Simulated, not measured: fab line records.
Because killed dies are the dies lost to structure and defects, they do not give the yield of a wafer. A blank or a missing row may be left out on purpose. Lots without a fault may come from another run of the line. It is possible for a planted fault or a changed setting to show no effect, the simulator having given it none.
Split-lot experiment	flow gf180mcu	on a route of 602 steps: 5 lots, 27 wafers read

## SPLIT DETAILS
At GF_STI_CVD_03 (deposits Si3N4 from DCS/NH3, target thk 207.16 nm, time 3551 s), the setting timeS was moved away from the recipe's 3551 s on 12 of the 27 wafers read, by -52.2% to -31.3%. All remaining wafers had this setting at the recipe value.

## SPLIT TO READING: what lies between them in the file, 1 step
- GF_STI_THK_MEAS_04

## THE READING
oesProductAu, in a.u., at GF_STI_ETCH_13 (etches the open film in CHF3/O2, stops on Si, target depth 282.31 nm, time 112.9 s). A value of 0.831 a.u. with a standard deviation of 0.0063 a.u. is what fault-free wafers of this fab line usually give.

wafer	tool, chamber at the split	timeS as run, s	against the recipe	oesProductAu, a.u.	against lot-mates on the recipe
L074.4	lpcvd-01, 1	3551	recipe	0.837	-
L074.5	lpcvd-01, 1	3551	recipe	0.842	-
L074.6	lpcvd-01, 1	3551	recipe	0.839	-
L076.1	-, -	2441	-31.3%	0.689	no lot-mate on the recipe
L076.2	-, -	2441	-31.3%	0.694	no lot-mate on the recipe
L076.3	-, -	2441	-31.3%	0.686	no lot-mate on the recipe
L076.4	-, -	2441	-31.3%	0.686	no lot-mate on the recipe
L076.5	-, -	2441	-31.3%	0.697	no lot-mate on the recipe
L076.6	-, -	2441	-31.3%	0.688	no lot-mate on the recipe
L078.1	-, -	1696	-52.2%	0.587	no lot-mate on the recipe
L078.2	-, -	1696	-52.2%	0.587	no lot-mate on the recipe
L078.3	-, -	1696	-52.2%	0.586	no lot-mate on the recipe
L078.4	-, -	1696	-52.2%	0.594	no lot-mate on the recipe
L078.5	-, -	1696	-52.2%	0.591	no lot-mate on the recipe
L078.6	-, -	1696	-52.2%	0.584	no lot-mate on the recipe
L079.1	-, -	3551	recipe	0.824	-
L079.2	-, -	3551	recipe	0.823	-
L079.3	-, -	3551	recipe	0.830	-
L079.4	-, -	3551	recipe	0.928	-
L079.5	-, -	3551	recipe	0.939	-
L079.6	-, -	3551	recipe	0.935	-
L085.1	-, -	3551	recipe	0.836	-
L085.2	-, -	3551	recipe	0.821	-
L085.3	-, -	3551	recipe	0.828	-
L085.4	-, -	3551	recipe	0.838	-
L085.5	-, -	3551	recipe	0.834	-
L085.6	-, -	3551	recipe	0.830	-

FIT RESULTS
A straight line over all 27 wafers: oesProductAu changes by +0.00508 a.u. for each +1% of timeS; r = +0.96; the points scatter about the line by 0.032 a.u.
Too few moved wafers with a lot-mate on the recipe to fit a line net of each lot's own level.

## THE WHOLE CHAIN: every reading that the file lists as answering this split, in the file's order
step	what it does	reading	change (the file's fit)	r (the file's)
GF_STI_CVD_03	deposits Si3N4 from DCS/NH3, target thk 207.16 nm, time 3551 s	Si3N4_of_STI_CVD_03.thkNm (the simulator's own value, which no gauge read)	+2.13 nm for each +1% of the setting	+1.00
GF_STI_THK_MEAS_04		STI_CVD_03_THK	+2.13 for each +1% of the setting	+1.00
GF_STI_ETCH_13	etches the open film in CHF3/O2, stops on Si, target depth 282.31 nm, time 112.9 s	oesProductAu	+0.00508 a.u. for each +1% of the setting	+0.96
GF_STI_ETCH_13	etches the open film in CHF3/O2, stops on Si, target depth 282.31 nm, time 112.9 s	etch.depthNm (the simulator's own value, which no gauge read)	+2.15 nm for each +1% of the setting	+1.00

## THE FILE'S OWN FIT
oesProductAu changes by +0.00508 a.u. for each +1% of timeS, r = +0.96.
